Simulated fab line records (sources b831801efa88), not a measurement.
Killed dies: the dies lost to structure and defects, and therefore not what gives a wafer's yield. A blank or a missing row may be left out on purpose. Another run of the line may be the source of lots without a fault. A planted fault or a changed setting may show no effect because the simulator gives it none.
Which tool is to blame?	flow gf180mcu	16 wafers sampled from 6 lots at 1 step of a route of 602

== WHAT THE GAUGES SHOWED, per wafer ==
GF_MVSD_OVL_MEAS_07.
lot	measured	on	MVSD_OVL (nm)
L720	day 4 18:19	overlay-02	1.5 1.0 0.1
L728	day 6 14:43	overlay-02	3.0 2.0 0.5
L730	day 7 00:43	overlay-01	1.3
L732	day 7 11:58	overlay-01	1.4 2.5 2.2
L735	day 8 07:29	overlay-02	-0.1 -0.5 0.4
L742	day 9 21:58	overlay-02	1.2 0.5 0.6

== WHAT TOOL EACH LOT RAN ON (gives the tool, then ch and the chambers of the sampled wafers, and finally the start) ==
Record: no process step prior to these readings.

== THE ANSWER, worked out from the rows above alone ==
Rule: the lots themselves supply what counts as usual. Put in order of their means at a reading, lots are off if they are a third of the lots or fewer, leave a main group of 4 or more, and stand apart from it by a gap of 3 or more times the standard deviation of the main group's means; of several such gaps the widest counts. A main group is skipped when, at the precision printed for the reading in the tables above, its means are all equal. Also off: a lot with no number at a reading for which 4 or more lots have one. The other lots that the step has rows for count as sound.
No lot is off at any reading shown: from this, nothing can be told.

== WHAT THE SIMULATOR PUT IN ==
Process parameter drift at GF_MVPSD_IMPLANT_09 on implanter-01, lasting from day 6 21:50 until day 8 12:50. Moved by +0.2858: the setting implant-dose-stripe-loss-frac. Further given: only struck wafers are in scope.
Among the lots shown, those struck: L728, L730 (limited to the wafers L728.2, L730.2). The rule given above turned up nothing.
